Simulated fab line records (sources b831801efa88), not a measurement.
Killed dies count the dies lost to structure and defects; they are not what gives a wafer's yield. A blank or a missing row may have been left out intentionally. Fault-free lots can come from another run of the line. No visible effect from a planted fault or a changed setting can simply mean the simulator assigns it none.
Chamber matching || flow gf180mcu || GF_STI_ETCH_14 on rieSi-01 has 4 sister chambers
The step etches Si in HBr/Cl2/O2, target depth 360 nm, time 102.9 s. 14 wafers are shown with their chamber, then 6 later ones without.

== WAFERS, EACH WITH ITS CHAMBER ==
{"wafer": "L497.3", "chamber": 1, "drypumpMotorCurrentA (A)": 5.3, "oesProductAu (a.u.)": 0.997, "runLengthS (s)": 131.9}
{"wafer": "L497.4", "chamber": 0, "drypumpMotorCurrentA (A)": 5.4, "oesProductAu (a.u.)": 1.016, "runLengthS (s)": 131.0}
{"wafer": "L497.6", "chamber": 0, "drypumpMotorCurrentA (A)": 5.3, "oesProductAu (a.u.)": 1.012, "runLengthS (s)": 131.0}
{"wafer": "L500.2", "chamber": 3, "drypumpMotorCurrentA (A)": 5.0, "oesProductAu (a.u.)": 0.991, "runLengthS (s)": 131.7}
{"wafer": "L500.4", "chamber": 1, "drypumpMotorCurrentA (A)": 5.3, "oesProductAu (a.u.)": 0.974, "runLengthS (s)": 131.4}
{"wafer": "L500.5", "chamber": 1, "drypumpMotorCurrentA (A)": 5.3, "oesProductAu (a.u.)": 0.983, "runLengthS (s)": 131.7}
{"wafer": "L501.2", "chamber": 3, "drypumpMotorCurrentA (A)": 4.9, "oesProductAu (a.u.)": 1.005, "runLengthS (s)": 132.6}
{"wafer": "L501.4", "chamber": 1, "drypumpMotorCurrentA (A)": 5.3, "oesProductAu (a.u.)": 0.980, "runLengthS (s)": 131.1}
{"wafer": "L501.5", "chamber": 2, "drypumpMotorCurrentA (A)": 5.8, "oesProductAu (a.u.)": 1.003, "runLengthS (s)": 132.2}
{"wafer": "L502.2", "chamber": 3, "drypumpMotorCurrentA (A)": 4.9, "oesProductAu (a.u.)": 0.988, "runLengthS (s)": 132.1}
{"wafer": "L502.5", "chamber": 1, "drypumpMotorCurrentA (A)": 5.3, "oesProductAu (a.u.)": 0.967, "runLengthS (s)": 131.5}
{"wafer": "L502.6", "chamber": 2, "drypumpMotorCurrentA (A)": 5.7, "oesProductAu (a.u.)": 1.003, "runLengthS (s)": 132.0}
{"wafer": "L506.1", "chamber": 2, "drypumpMotorCurrentA (A)": 5.7, "oesProductAu (a.u.)": 1.009, "runLengthS (s)": 131.7}
{"wafer": "L506.3", "chamber": 3, "drypumpMotorCurrentA (A)": 4.9, "oesProductAu (a.u.)": 0.994, "runLengthS (s)": 131.8}

SIGNATURES (means of the wafers above)
{"reading": "drypumpMotorCurrentA", "chamber 0": 5.350, "chamber 1": 5.300, "chamber 2": 5.733, "chamber 3": 4.925, "scatter within a chamber": 0.0438}
{"reading": "oesProductAu", "chamber 0": 1.01400, "chamber 1": 0.98020, "chamber 2": 1.00500, "chamber 3": 0.99450, "scatter within a chamber": 0.00837}
{"reading": "runLengthS", "chamber 0": 131.000, "chamber 1": 131.520, "chamber 2": 131.967, "chamber 3": 132.050, "scatter within a chamber": 0.314}
Rule: for each reading, subtract the chamber's mean from the wafer's reading, divide by that reading's scatter and square the result; add these up over the readings and take the root, which gives the wafer's distance from the chamber. If the next closest chamber is less than 2 further off than the closest, the wafer can't be placed; otherwise it belongs to the closest. The scatter is the square root of a quotient: the sum, over the shown wafers, of each reading's squared deviation from its chamber's mean, divided by wafers minus chambers.

== WAFERS WITH NO CHAMBER GIVEN ==
{"wafer": "L506.4", "drypumpMotorCurrentA (A)": 5.4, "oesProductAu (a.u.)": 1.020, "runLengthS (s)": 130.8}
{"wafer": "L507.3", "drypumpMotorCurrentA (A)": 5.4, "oesProductAu (a.u.)": 1.024, "runLengthS (s)": 130.9}
{"wafer": "L507.4", "drypumpMotorCurrentA (A)": 4.9, "oesProductAu (a.u.)": 1.005, "runLengthS (s)": 132.0}
{"wafer": "L507.6", "drypumpMotorCurrentA (A)": 5.3, "oesProductAu (a.u.)": 1.020, "runLengthS (s)": 131.2}
{"wafer": "L508.4", "drypumpMotorCurrentA (A)": 5.3, "oesProductAu (a.u.)": 0.982, "runLengthS (s)": 131.8}
{"wafer": "L508.6", "drypumpMotorCurrentA (A)": 5.3, "oesProductAu (a.u.)": 0.978, "runLengthS (s)": 131.4}

== CHAMBER TAKEN BY EACH ==
{"wafer": "L506.4", "from the rows above": 0, "in truth": 0}
{"wafer": "L507.3", "from the rows above": 0, "in truth": 0}
{"wafer": "L507.4", "from the rows above": 3, "in truth": 3}
{"wafer": "L507.6", "from the rows above": 0, "in truth": 0}
{"wafer": "L508.4", "from the rows above": 1, "in truth": 1}
{"wafer": "L508.6", "from the rows above": 1, "in truth": 1}
Correctly placed: 6 of 6. Left unplaced by these rows: 0. 0 placed wrongly.
